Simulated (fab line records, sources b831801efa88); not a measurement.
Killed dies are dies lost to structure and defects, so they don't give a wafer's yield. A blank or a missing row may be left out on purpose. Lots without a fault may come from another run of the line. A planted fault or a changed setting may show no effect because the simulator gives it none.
Which tool did it? | flow sky130 | 6 lots, 18 wafers sampled, at 2 steps of a route of 708

WHAT THE GAUGES READ, wafer by wafer
SKY_SONOS_TUNNEL_CD_MEAS_07: target cd 410 nm.
lot  | measured     | on        | cd_nm (nm)
L646 | day 12 12:13 | cd_sem-01 | 408.2 408.4 408.1
L649 | day 13 18:50 | cd_sem-01 | 408.8 407.2 406.7
L652 | day 14 14:45 | cd_sem-02 | 407.9 410.6 409.5
L655 | day 15 15:52 | cd_sem-01 | 404.7 404.8 407.6
L663 | day 18 08:29 | cd_sem-02 | 418.4 417.1 420.4
L665 | day 18 23:24 | cd_sem-02 | 406.5 409.8 407.3

WHICH TOOL RAN EACH LOT (tool, then ch and the chambers of the sampled wafers, then the start)
lot  | SKY_SONOS_TUNNEL_COAT_02
L646 | litho_track-04 ch 0, day 11 23:29
L649 | litho_track-02 ch 0, day 13 05:46
L652 | litho_track-04 ch 0, day 14 01:07
L655 | litho_track-04 ch 0, day 15 01:28
L663 | litho_track-04 ch 0, day 17 16:25
L665 | litho_track-02 ch 0, day 18 08:44
- SKY_SONOS_TUNNEL_COAT_02: resist thk 1140 nm.

THE ANSWER, worked out from the rows above alone
Rule: what is usual is taken from the lots themselves. Put in order of their means at a reading, lots are off if they are a third of the lots or fewer, leave a main group of 4 or more, and stand apart from it by a gap of 3 or more times the standard deviation of the main group's means; of several such gaps the widest counts. A main group whose means are all the same, to the digits that the tables above print for the reading, isn't used. A lot without any number at a reading at which 4 lots or more have one is off too. The other lots that the step has rows for count as sound.
Off: L663, at SKY_SONOS_TUNNEL_CD_MEAS_07 (cd_nm). The main group: mean 407.7 nm, standard deviation 1.2.
A tool fits if, at a process step before that reading, it ran every lot that is off, and no sound lot after the first of them. The gauges at SKY_SONOS_TUNNEL_CD_MEAS_07 are tried like those tools. One fits: litho_track-04 at SKY_SONOS_TUNNEL_COAT_02. Its last sound lot is L655 (day 15 01:28), its first lot that is off L663 (day 17 16:25): a fault that began between those two fits.

WHAT THE SIMULATOR HAD PUT IN
Process parameter drift: litho_track-04, from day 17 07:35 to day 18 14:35, at SKY_SONOS_TUNNEL_COAT_02. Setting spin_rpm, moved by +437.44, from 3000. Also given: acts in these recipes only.
Lots struck among those shown: L663. The rule above found the same.
